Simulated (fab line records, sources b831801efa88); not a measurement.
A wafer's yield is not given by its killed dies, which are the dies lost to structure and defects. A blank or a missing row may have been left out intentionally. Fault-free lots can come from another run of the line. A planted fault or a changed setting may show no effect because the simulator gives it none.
Matching of chambers | flow sky130 | SKY_CONTACT_CMP_04 on cmp-01 has 4 sister chambers
The step polishes SiO2. 4 wafers are shown with their chamber, then 7 later ones without.

== WAFERS PAIRED WITH THEIR CHAMBERS ==
wafer  | chamber | motor current A (A)
L198.4 | 3       | 12.0
L200.6 | 0       | 10.4
L201.1 | 1       | 11.1
L201.5 | 2       | 13.5

== WAFERS WITHOUT THEIR CHAMBER ==
wafer  | motor current A (A)
L201.6 | 10.9
L202.1 | 11.3
L202.3 | 11.7
L202.4 | 11.5
L203.1 | 11.9
L203.4 | 12.6
L203.5 | 11.7

== WHICH CHAMBER EACH ONE RAN IN ==
wafer  | from the rows above     | in truth
L201.6 | can't be placed: 1 or 0 | 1
L202.1 | can't be placed: 1 or 3 | 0
L202.3 | can't be placed: 3 or 1 | 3
L202.4 | can't be placed: 1 or 3 | 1
L203.1 | 3                       | 3
L203.4 | can't be placed: 3 or 2 | 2
L203.5 | can't be placed: 3 or 1 | 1
1 of 7 placed correctly. Not placeable from these rows: 6 (in 5, the candidates include the true chamber). Number placed wrongly: 0.
How it was worked out, from the rows above alone: a wafer's distance from a chamber is the root of the sum, over the readings, of the square of ((its reading less the chamber's mean) divided by the reading's scatter). If the next closest chamber is less than 2 further off than the closest, the wafer can't be placed; otherwise it belongs to the closest. The mean given for a chamber averages the wafers shown for that chamber. The scatter (one wafer shown for each chamber): square how far every hidden wafer sits from the nearest shown wafer, average those squares and take the square root.
